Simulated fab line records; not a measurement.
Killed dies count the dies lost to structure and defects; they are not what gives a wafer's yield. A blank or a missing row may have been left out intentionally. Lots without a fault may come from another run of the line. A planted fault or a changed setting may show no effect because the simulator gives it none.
Chamber matching	flow gf180mcu	GF_V4_CMP_04 on cmp-01: 4 sister chambers
The step polishes SiO2. 24 wafers are shown with their chamber, then 12 later ones without.

== WAFERS PAIRED WITH THEIR CHAMBERS ==
wafer	chamber	motor_current_A (A)	time_to_endpoint_s (s)	retaining_ring_pressure_frac
L074.3	1	10.0	81	0.996
L074.5	2	13.6	86	1.001
L074.6	3	11.5	77	1.003
L075.3	1	10.0	76	1.001
L075.5	1	10.5	75	0.999
L075.6	0	13.2	84	1.000
L077.1	3	12.6	69	0.999
L077.4	0	13.8	75	1.000
L077.6	2	13.9	85	1.001
L078.2	0	12.8	85	1.002
L078.4	3	12.3	80	0.996
L078.6	3	11.6	81	1.002
L079.1	1	9.3	85	1.007
L079.2	0	13.6	82	0.995
L079.4	2	14.1	101	1.012
L080.1	0	13.5	77	1.006
L080.3	1	10.2	81	1.002
L080.6	0	14.8	84	0.994
L082.1	2	13.2	76	1.002
L082.2	3	12.5	82	0.992
L082.3	1	10.1	71	1.000
L083.2	0	13.6	67	0.999
L083.5	1	9.8	74	1.008
L083.6	2	13.7	78	0.997

SIGNATURES, as means of the wafers listed above
reading	chamber 0	chamber 1	chamber 2	chamber 3	scatter within a chamber
motor_current_A	13.614	9.986	13.700	12.100	0.482
time_to_endpoint_s	79.14	77.57	85.20	77.80	6.71
retaining_ring_pressure_frac	0.99943	1.00186	1.00260	0.99840	0.00457
Rule: a wafer's distance from a chamber is the root of the sum, over the readings, of the square of ((its reading less the chamber's mean) divided by the reading's scatter). The wafer belongs to the nearest chamber; if the next one is less than 2 further off, it can't be placed. The scatter: take each reading less its chamber's mean, square it, sum over the shown wafers, divide by the number of wafers less the number of chambers, and take the root.

== WAFERS WITH NO CHAMBER GIVEN ==
wafer	motor_current_A (A)	time_to_endpoint_s (s)	retaining_ring_pressure_frac
L088.3	12.0	73	1.010
L088.5	9.9	82	1.004
L088.6	13.3	82	1.004
L089.1	13.6	73	1.002
L089.4	10.5	87	1.007
L089.6	13.8	87	1.004
L090.2	9.9	90	0.995
L090.3	13.8	88	1.005
L090.5	9.9	94	1.000
L092.1	12.9	74	1.007
L092.4	13.7	84	0.994
L092.6	9.9	85	1.007

== WHICH CHAMBER EACH ONE RAN IN ==
wafer	from the rows above	in truth
L088.3	can't be placed: 3 or 0 or 2 or 1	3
L088.5	1	1
L088.6	can't be placed: 2 or 0 or 3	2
L089.1	can't be placed: 0 or 2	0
L089.4	can't be placed: 1 or 3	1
L089.6	can't be placed: 2 or 0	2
L090.2	1	1
L090.3	can't be placed: 2 or 0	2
L090.5	1	1
L092.1	can't be placed: 0 or 2 or 3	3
L092.4	can't be placed: 0 or 2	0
L092.6	1	1
Correct placement for 4 of the 12. Not placeable from these rows: 8 (in 8, the candidates include the true chamber). 0 placed wrongly.
